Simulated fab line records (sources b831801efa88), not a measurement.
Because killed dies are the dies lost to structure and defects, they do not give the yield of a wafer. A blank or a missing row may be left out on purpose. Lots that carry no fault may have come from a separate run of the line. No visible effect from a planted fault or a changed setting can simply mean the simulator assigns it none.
Which of the tools did it?	flow sky130	6 lots, 18 wafers sampled, at 3 steps of a route of 708

## WHAT THE GAUGES SHOWED, per wafer
SKY_NWELL_OVL_MEAS_10.
lot	measured	on	NWELL_00_OVL (nm)
L692	day 4 23:38	overlay-01	-1.1 -2.4 -0.6
L695	day 5 17:41	overlay-02	1.0 1.9 -1.0
L697	day 6 04:23	overlay-02	-3.0 -2.0 -1.7
L701	day 7 11:02	overlay-01	-0.5 0.2 -0.2
L708	day 9 00:32	overlay-01	185.9 184.6 185.9
L710	day 9 16:45	overlay-02	184.1 183.3 184.7

## WHAT TOOL EACH LOT RAN ON (gives the tool, then ch and the chambers of the sampled wafers, and finally the start)
lot	SKY_FIELD_ISO_CMP_27	SKY_NWELL_EXPOSE_07
L692	cmp-01 ch 0,1,3, day 2 20:43	ilineStepper-01 ch 0, day 4 15:26
L695	cmp-01 ch 0,1,3, day 3 13:14	ilineStepper-01 ch 0, day 5 08:49
L697	cmp-01 ch 1,2, day 3 20:55	ilineStepper-02 ch 0, day 5 19:22
L701	cmp-01 ch 1,2, day 4 22:55	ilineStepper-01 ch 0, day 7 00:33
L708	cmp-01 ch 0,1,2, day 6 08:41	ilineStepper-01 ch 0, day 8 14:02
L710	cmp-01 ch 0,1, day 6 21:04	ilineStepper-01 ch 0, day 9 05:56
- SKY_FIELD_ISO_CMP_27: polishes, stops on Si3N4, t overpolish 16 s, target thk 457.8 nm.
- SKY_NWELL_EXPOSE_07: exposes mask NWM, target cd 840 nm.

## THE ANSWER, worked out from the rows above alone
Rule: the usual values come from the lots themselves. Put in order of their means at a reading, lots are off if they are a third of the lots or fewer, leave a main group of 4 or more, and stand apart from it by a gap of 3 or more times the standard deviation of the main group's means; of several such gaps the widest counts. If all means in a main group match to the digits the tables above print for the reading, that group is not used. Also off: a lot with no number at a reading for which 4 or more lots have one. The other lots that the step has rows for count as sound.
Off: at SKY_NWELL_OVL_MEAS_10 (NWELL_00_OVL), L708, L710. The main group has a mean of -0.8 nm with a standard deviation of 1.1.
A tool fits if, at a process step before that reading, it ran every lot that is off, and no sound lot after the first of them. Those tools and the gauges at SKY_NWELL_OVL_MEAS_10 are tried in the same way. Undecided on this evidence; 2 tools fit (cmp-01 at SKY_FIELD_ISO_CMP_27, ilineStepper-01 at SKY_NWELL_EXPOSE_07).

## WHAT THE SIMULATOR HAD INSERTED
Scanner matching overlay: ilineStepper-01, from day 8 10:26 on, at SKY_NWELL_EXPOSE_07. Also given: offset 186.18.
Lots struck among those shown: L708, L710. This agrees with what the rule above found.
